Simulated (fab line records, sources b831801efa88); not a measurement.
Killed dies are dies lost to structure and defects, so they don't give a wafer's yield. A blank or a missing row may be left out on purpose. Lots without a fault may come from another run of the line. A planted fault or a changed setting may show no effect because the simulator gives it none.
Chamber matching | flow sfq_line | SFQ_TRILAYER_A5C_DEP_PECVD_142 on pecvd-04: 3 sister chambers
The step deposits SiO2 from SiH4/N2O, time 15.556 s, target thk 70 nm. 6 wafers are shown with their chamber, then 7 later ones without.

WAFERS WITH THEIR CHAMBER
wafer  | chamber | throttle_valve_pct (%) | heater_power_w (W)
L932.4 | 2       | 25.1                   | 98
L933.5 | 0       | 25.6                   | 76
L934.3 | 2       | 25.1                   | 92
L934.4 | 1       | 23.5                   | 80
L939.2 | 1       | 23.4                   | 77
L939.4 | 0       | 25.7                   | 90

WAFERS WITHOUT THEIR CHAMBER
wafer  | throttle_valve_pct (%) | heater_power_w (W)
L939.6 | 25.9                   | 92
L948.3 | 23.6                   | 64
L948.4 | 23.5                   | 65
L948.6 | 25.8                   | 84
L949.3 | 26.2                   | 89
L949.4 | 25.4                   | 97
L949.6 | 23.5                   | 73

WHICH CHAMBER EACH WENT THROUGH
wafer  | from the rows above     | in truth
L939.6 | 0                       | 0
L948.3 | 1                       | 1
L948.4 | 1                       | 1
L948.6 | 0                       | 0
L949.3 | 0                       | 0
L949.4 | can't be placed: 0 or 2 | 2
L949.6 | 1                       | 1
Placed correctly: 6 of 7. Can't be placed from these rows: 1 (the true chamber is among the candidates in 1). Placed wrongly: 0.
How it was worked out, from the rows above alone: a wafer's distance from a chamber is the root of the sum, over the readings, of the square of ((its reading less the chamber's mean) divided by the reading's scatter). The wafer belongs to the nearest chamber; if the next one is less than 2 further off, it can't be placed. A chamber's mean is the mean of its shown wafers. The scatter: the root of (the sum of the squares of (reading less its chamber's mean) over the shown wafers, divided by (wafers less chambers)).
